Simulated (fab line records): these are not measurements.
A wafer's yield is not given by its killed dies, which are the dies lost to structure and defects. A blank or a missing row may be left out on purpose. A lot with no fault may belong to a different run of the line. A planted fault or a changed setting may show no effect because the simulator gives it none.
What tool caused it? || flow gf180mcu || 12 lots, 36 wafers sampled, at 2 steps of a route of 602

WHAT THE GAUGES SHOWED, per wafer
GF_M5_CD_MEAS_07: target cd 280 nm. Usual: 280.0 nm for cd-nm, sd 1.
{"lot": "L339", "measured": "day 26 08:13", "on": "cd-sem-01", "cd-nm (nm)": "281.4 279.8 280.6", "flag": ""}
{"lot": "L341", "measured": "day 27 08:48", "on": "cd-sem-02", "cd-nm (nm)": "281.4 281.0 280.9", "flag": ""}
{"lot": "L343", "measured": "day 28 02:39", "on": "cd-sem-02", "cd-nm (nm)": "280.4 280.3 281.1", "flag": ""}
{"lot": "L344", "measured": "day 28 16:57", "on": "cd-sem-02", "cd-nm (nm)": "280.1 281.0 279.1", "flag": ""}
{"lot": "L346", "measured": "day 28 22:17", "on": "cd-sem-01", "cd-nm (nm)": "280.5 280.3 280.5", "flag": ""}
{"lot": "L347", "measured": "day 29 05:09", "on": "cd-sem-01", "cd-nm (nm)": "279.9 280.4 281.3", "flag": ""}
{"lot": "L348", "measured": "day 29 11:13", "on": "cd-sem-01", "cd-nm (nm)": "281.5 280.8 280.5", "flag": ""}
{"lot": "L349", "measured": "day 29 21:13", "on": "cd-sem-02", "cd-nm (nm)": "277.9 277.8 277.8", "flag": ""}
{"lot": "L350", "measured": "day 30 01:31", "on": "cd-sem-01", "cd-nm (nm)": "278.7 280.1 278.8", "flag": ""}
{"lot": "L352", "measured": "day 30 15:38", "on": "cd-sem-02", "cd-nm (nm)": "279.6 280.3 280.1", "flag": ""}
{"lot": "L358", "measured": "day 32 03:11", "on": "cd-sem-01", "cd-nm (nm)": "279.5 278.8 279.9", "flag": ""}
{"lot": "L359", "measured": "day 32 09:28", "on": "cd-sem-02", "cd-nm (nm)": "279.2 278.2 277.9", "flag": ""}

WHAT TOOL EACH LOT RAN ON (gives the tool, then ch and the chambers of the sampled wafers, and finally the start)
{"lot": "L339", "GF_V2_CVD_00": "hdpcvd-02 ch 1,2, day 19 05:01"}
{"lot": "L341", "GF_V2_CVD_00": "hdpcvd-01 ch 0,2, day 20 11:36"}
{"lot": "L343", "GF_V2_CVD_00": "hdpcvd-01 ch 0,2, day 21 08:02"}
{"lot": "L344", "GF_V2_CVD_00": "hdpcvd-02 ch 1,2, day 22 00:31"}
{"lot": "L346", "GF_V2_CVD_00": "hdpcvd-01 ch 0,2, day 22 06:47"}
{"lot": "L347", "GF_V2_CVD_00": "hdpcvd-02 ch 1,2, day 22 17:02"}
{"lot": "L348", "GF_V2_CVD_00": "hdpcvd-02 ch 1,2, day 22 23:44"}
{"lot": "L349", "GF_V2_CVD_00": "hdpcvd-02 ch 0,1,2, day 23 12:11"}
{"lot": "L350", "GF_V2_CVD_00": "hdpcvd-02 ch 0,1,2, day 23 15:39"}
{"lot": "L352", "GF_V2_CVD_00": "hdpcvd-01 ch 0,2, day 24 09:31"}
{"lot": "L358", "GF_V2_CVD_00": "hdpcvd-02 ch 0,2, day 26 04:39"}
{"lot": "L359", "GF_V2_CVD_00": "hdpcvd-02 ch 0,1,2, day 26 10:44"}
- GF_V2_CVD_00: deposits SiO2, target thk 600 nm, time 100 s.

AS READ BY THE TOOLS THEMSELVES (means over the sampled wafers that have a number; for cases with no such wafer, the mark the record gives instead)
The record holds no such reading with a usual standard deviation.

THE ANSWER, worked out from the rows above alone
Rule: a lot is off if the mean of its wafers that have a number lies more than 3 standard deviations from the usual mean. A lot without any number at a reading at which 4 lots or more have one is off too. Any other lot the step has rows for is counted as sound. Order of review: gauges by route order, followed by the tools' own readings, for which a lot's mean as printed above is used. The first step at which some lot is off is used, and at that step the reading that is off furthest; a lot without a number counts as furthest.
None of the lots is off at any reading shown; this tells nothing.

WHAT THE SIMULATOR PUT IN
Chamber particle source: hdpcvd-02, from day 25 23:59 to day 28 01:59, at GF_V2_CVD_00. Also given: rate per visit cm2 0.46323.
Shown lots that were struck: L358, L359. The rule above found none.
